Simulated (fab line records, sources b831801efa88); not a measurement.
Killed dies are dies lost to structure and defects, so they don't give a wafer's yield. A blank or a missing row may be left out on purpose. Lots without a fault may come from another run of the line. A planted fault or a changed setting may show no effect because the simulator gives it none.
Tool commonality check | flow gf180mcu | 12 lots, 36 wafers sampled

WHY IT WAS OPENED
At GF_HV_LDD_TW_MEAS_23 the reading HV_LDD_2_TW is flagged on 1 of 12 lots. Wafers without a fault read 1063, standard deviation 4.3.
Rule: a lot is flagged when every wafer of it that has a number lies more than 4 standard deviations from that mean, or none has a number. The other lots count as sound.

lot  | measured     | on            | HV_LDD_2_TW, wafer by wafer | flag
L858 | day 11 12:24 | film_metro-03 | 1064 1055 1059              |
L860 | day 12 01:08 | film_metro-03 | 1064 1065 1066              |
L861 | day 12 09:12 | film_metro-03 | 1064 1064 1068              |
L862 | day 12 18:33 | film_metro-01 | 1057 1062 1061              |
L867 | day 13 22:39 | film_metro-04 | 1062 1065 1058              |
L866 | day 13 22:50 | film_metro-01 | 1061 1065 1072              |
L868 | day 14 11:51 | film_metro-01 | 1063 1051 1059              |
L873 | day 15 21:29 | film_metro-04 | 1067 1071 1072              |
L875 | day 16 10:58 | film_metro-01 | 30 30 30                    | FLAGGED
L876 | day 16 19:32 | film_metro-03 | 1062 1062 1065              |
L879 | day 17 15:12 | film_metro-01 | 1067 1061 1064              |
L880 | day 17 16:37 | film_metro-04 | 1059 1060 1060              |
The numbers of the flagged lots are 30 on average: -1033 against the usual, or -99 or more standard deviations.

WHICH TOOL RAN EACH LOT
The record holds 2 process steps before the reading, out of a route of 602 steps. In each cell: the tool, then ch and the chambers that the sampled wafers went through, then the start.
lot  | flag    | GF_VT_IMPLANT_RTA_45             | GF_HV_LDD_EXPOSE_16
L858 |         | rtp_anneal-02 ch 0, day 7 21:09  | iline_stepper-02 ch 0, day 11 03:13
L860 |         | rtp_anneal-02 ch 0, day 8 11:05  | iline_stepper-01 ch 0, day 11 16:10
L861 |         | rtp_anneal-02 ch 0, day 8 17:27  | iline_stepper-01 ch 0, day 12 00:16
L862 |         | rtp_anneal-02 ch 0, day 9 00:50  | iline_stepper-02 ch 0, day 12 09:16
L867 |         | rtp_anneal-01 ch 0, day 10 06:21 | iline_stepper-02 ch 0, day 13 12:39
L866 |         | rtp_anneal-01 ch 0, day 10 02:34 | iline_stepper-02 ch 0, day 13 12:49
L868 |         | rtp_anneal-01 ch 0, day 10 12:44 | iline_stepper-02 ch 0, day 14 00:36
L873 |         | rtp_anneal-01 ch 0, day 11 19:44 | iline_stepper-02 ch 0, day 15 10:20
L875 | FLAGGED | rtp_anneal-01 ch 0, day 12 08:01 | iline_stepper-01 ch 0, day 15 23:09
L876 |         | rtp_anneal-02 ch 0, day 12 15:32 | iline_stepper-01 ch 0, day 16 08:24
L879 |         | rtp_anneal-02 ch 0, day 13 10:09 | iline_stepper-02 ch 0, day 17 03:23
L880 |         | rtp_anneal-01 ch 0, day 13 17:00 | iline_stepper-01 ch 0, day 17 05:02
What these steps do:
- GF_VT_IMPLANT_RTA_45: time 30 s.
- GF_HV_LDD_EXPOSE_16: exposes mask Pplus LV AREA, target cd 400 nm.
- GF_HV_LDD_TW_MEAS_23

FLAGGED OVER TOTAL, TOOL BY TOOL (the gauges that took the reading come last)
step                 | tool             | lots run | flagged | share of the flagged lots | sound lots run after its first flagged lot
GF_VT_IMPLANT_RTA_45 | rtp_anneal-01    | 6        | 1       | all                       | 1 (L880)
GF_VT_IMPLANT_RTA_45 | rtp_anneal-02    | 6        | 0       | none                      | -
GF_HV_LDD_EXPOSE_16  | iline_stepper-01 | 5        | 1       | all                       | 2 (L876,L880)
GF_HV_LDD_EXPOSE_16  | iline_stepper-02 | 7        | 0       | none                      | -
GF_HV_LDD_TW_MEAS_23 | film_metro-01    | 5        | 1       | all                       | 1 (L879)
GF_HV_LDD_TW_MEAS_23 | film_metro-03    | 4        | 0       | none                      | -
GF_HV_LDD_TW_MEAS_23 | film_metro-04    | 3        | 0       | none                      | -

WHAT THE TABLE ALLOWS
3 rows of the table ran every flagged lot: rtp_anneal-01 at GF_VT_IMPLANT_RTA_45, iline_stepper-01 at GF_HV_LDD_EXPOSE_16, film_metro-01 at GF_HV_LDD_TW_MEAS_23.
- rtp_anneal-01 at GF_VT_IMPLANT_RTA_45: 1 of its 6 lots flagged. Sound lots ran on it after the first flagged one (L880), which a lasting fault on the whole tool wouldn't allow.
- iline_stepper-01 at GF_HV_LDD_EXPOSE_16: 1 of its 5 lots flagged. Sound lots ran on it after the first flagged one (L876, L880), which a lasting fault on the whole tool wouldn't allow.
- film_metro-01 at GF_HV_LDD_TW_MEAS_23: 1 of its 5 lots flagged. Sound lots ran on it after the first flagged one (L879), which a lasting fault on the whole tool wouldn't allow.
No row of the table ran every flagged lot and no sound lot after the first.

WHAT THE SIMULATOR HAD PUT IN
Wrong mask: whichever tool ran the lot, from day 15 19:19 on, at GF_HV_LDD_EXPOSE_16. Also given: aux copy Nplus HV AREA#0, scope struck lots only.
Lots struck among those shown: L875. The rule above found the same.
